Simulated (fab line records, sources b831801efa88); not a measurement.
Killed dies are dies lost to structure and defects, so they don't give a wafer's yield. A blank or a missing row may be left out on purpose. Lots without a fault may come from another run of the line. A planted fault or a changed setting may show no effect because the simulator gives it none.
Which tool did it? | flow sky130 | 12 lots, 36 wafers sampled, at 3 steps of a route of 708

WHAT THE GAUGES READ, wafer by wafer
SKY_SD_N_RS_MEAS_16: measures by four-point-probe. Usual: SD_N_RS 68.50 ohm/sq, standard deviation 0.11.
lot  | measured     | on            | SD_N_RS (ohm/sq)  | flag
L503 | day 28 08:12 | film_metro-02 | 68.59 68.60 68.51 |
L504 | day 28 09:54 | film_metro-04 | 68.52 68.47 68.41 |
L505 | day 28 17:52 | film_metro-04 | 68.47 68.74 68.44 |
L506 | day 29 04:25 | film_metro-03 | 68.43 68.82 68.57 |
L509 | day 30 16:10 | film_metro-03 | 68.62 68.47 68.38 |
L508 | day 30 16:34 | film_metro-04 | 68.39 68.40 68.50 |
L517 | day 32 22:41 | film_metro-03 | 66.61 66.68 66.65 | OFF
L518 | day 33 11:08 | film_metro-03 | 66.66 66.62 66.67 | OFF
L519 | day 33 14:50 | film_metro-02 | 68.55 68.42 68.43 |
L522 | day 34 06:29 | film_metro-04 | 68.63 68.44 68.62 |
L523 | day 34 11:33 | film_metro-04 | 68.47 68.59 68.55 |
L525 | day 36 08:49 | film_metro-03 | 68.41 68.56 68.35 |

WHICH TOOL RAN EACH LOT (tool, then ch and the chambers of the sampled wafers, then the start)
lot  | SKY_RES_XHIGH_STRIP_08               | SKY_SD_N_IMPLANT_10
L503 | plasma_asher-03 ch 0,1, day 27 00:55 | implanter-02 ch 0, day 28 07:40
L504 | plasma_asher-04 ch 0,1, day 27 03:16 | implanter-03 ch 0, day 28 09:20
L505 | plasma_asher-03 ch 0,1, day 27 10:56 | implanter-01 ch 0, day 28 17:20
L506 | plasma_asher-02 ch 0,1, day 27 22:16 | implanter-01 ch 0, day 29 03:53
L509 | plasma_asher-03 ch 0,1, day 29 11:50 | implanter-03 ch 0, day 30 15:38
L508 | plasma_asher-03 ch 0,1, day 29 12:49 | implanter-01 ch 0, day 30 16:02
L517 | plasma_asher-02 ch 0,1, day 31 18:13 | implanter-03 ch 0, day 32 22:10
L518 | plasma_asher-03 ch 0,1, day 32 07:04 | implanter-03 ch 0, day 33 10:37
L519 | plasma_asher-03 ch 0,1, day 32 11:17 | implanter-01 ch 0, day 33 14:19
L522 | plasma_asher-03 ch 0,1, day 33 03:32 | implanter-02 ch 0, day 34 05:56
L523 | plasma_asher-03 ch 0,1, day 33 08:22 | implanter-01 ch 0, day 34 11:01
L525 | plasma_asher-02 ch 0,1, day 35 05:49 | implanter-02 ch 0, day 36 08:17
- SKY_RES_XHIGH_STRIP_08: strips in O2/N2.
- SKY_SD_N_IMPLANT_10

WHAT THE TOOLS THEMSELVES READ (means of the sampled wafers that have a number; where no wafer has one, the mark that the record gives instead)
SKY_RES_XHIGH_STRIP_08. Usual: drypump_motor_current_A 6.0 A, standard deviation 0.34; oes_product_au 0.711 a.u., standard deviation 0.0044; strip_time_to_endpoint_s 14.27 s, standard deviation 0.036.
lot  | tool            | drypump_motor_current_A (A) | oes_product_au (a.u.) | strip_time_to_endpoint_s (s) | flag
L503 | plasma_asher-03 | 6.1                         | 0.713                 | 14.25                        |
L504 | plasma_asher-04 | 5.5                         | 0.709                 | 14.25                        |
L505 | plasma_asher-03 | 5.8                         | 0.706                 | 14.27                        |
L506 | plasma_asher-02 | 6.1                         | 0.711                 | 14.27                        |
L509 | plasma_asher-03 | 5.8                         | 0.713                 | 14.25                        |
L508 | plasma_asher-03 | 6.1                         | 0.708                 | 14.27                        |
L517 | plasma_asher-02 | 6.2                         | 0.710                 | 14.26                        |
L518 | plasma_asher-03 | 6.1                         | 0.711                 | 14.28                        |
L519 | plasma_asher-03 | 5.9                         | 0.707                 | 14.24                        |
L522 | plasma_asher-03 | 6.1                         | 0.712                 | 14.25                        |
L523 | plasma_asher-03 | 5.8                         | 0.708                 | 14.26                        |
L525 | plasma_asher-02 | 6.2                         | 0.715                 | 14.33                        |

SKY_SD_N_IMPLANT_10. Usual: beam_on_s 10.9 s, standard deviation 0.66; dose_ions_cm2 1.0004e+14, standard deviation 1e+11.
lot  | tool         | beam_on_s (s) | dose_ions_cm2 | flag
L503 | implanter-02 | 11.6          | 1.0002e+14    |
L504 | implanter-03 | 9.8           | 1.0010e+14    |
L505 | implanter-01 | 11.3          | 1.0008e+14    |
L506 | implanter-01 | 11.4          | 9.9987e+13    |
L509 | implanter-03 | 10.1          | 1.0012e+14    |
L508 | implanter-01 | 11.3          | 1.0004e+14    |
L517 | implanter-03 | 16.6          | 1.7015e+14    | OFF
L518 | implanter-03 | 17.0          | 1.6995e+14    | OFF
L519 | implanter-01 | 11.2          | 9.9993e+13    |
L522 | implanter-02 | 11.4          | 1.0005e+14    |
L523 | implanter-01 | 11.3          | 1.0012e+14    |
L525 | implanter-02 | 11.6          | 1.0003e+14    |

THE ANSWER, worked out from the rows above alone
Rule: a lot is off if the mean of its wafers that have a number lies more than 3 standard deviations from the usual mean. A lot without any number at a reading at which 4 lots or more have one is off too. The other lots that the step has rows for count as sound. The gauges are gone through in route order, then the tools' own readings, and for those a lot's mean is taken as printed above. The first step at which some lot is off is used, and at that step the reading that is off furthest; a lot without a number counts as furthest.
Off: L517, L518, at SKY_SD_N_RS_MEAS_16 (SD_N_RS).
A tool fits if, at a process step before that reading, it ran every lot that is off, and no sound lot after the first of them. The gauges at SKY_SD_N_RS_MEAS_16 aren't tried: what is off there is off at SKY_SD_N_IMPLANT_10 too, on other tools, and a gauge's error can't cause that. One fits: implanter-03 at SKY_SD_N_IMPLANT_10. Its last sound lot is L509 (day 30 15:38), its first lot that is off L517 (day 32 22:10): a fault that began between those two fits.
The tool's own readings at SKY_SD_N_IMPLANT_10 bear it out: on the lots that are off they differ by more than 5 times the standard deviation of the sound lots' means. beam_on_s reads 16.8 s there against 11.1 s on the sound lots; dose_ions_cm2 reads 1.7005e+14 there against 1.0005e+14 on the sound lots.

WHAT THE SIMULATOR HAD PUT IN
Process parameter drift: implanter-03, from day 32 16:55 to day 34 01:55, at SKY_SD_N_IMPLANT_10. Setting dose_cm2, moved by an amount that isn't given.
Lots struck among those shown: L517, L518. The rule above found the same.
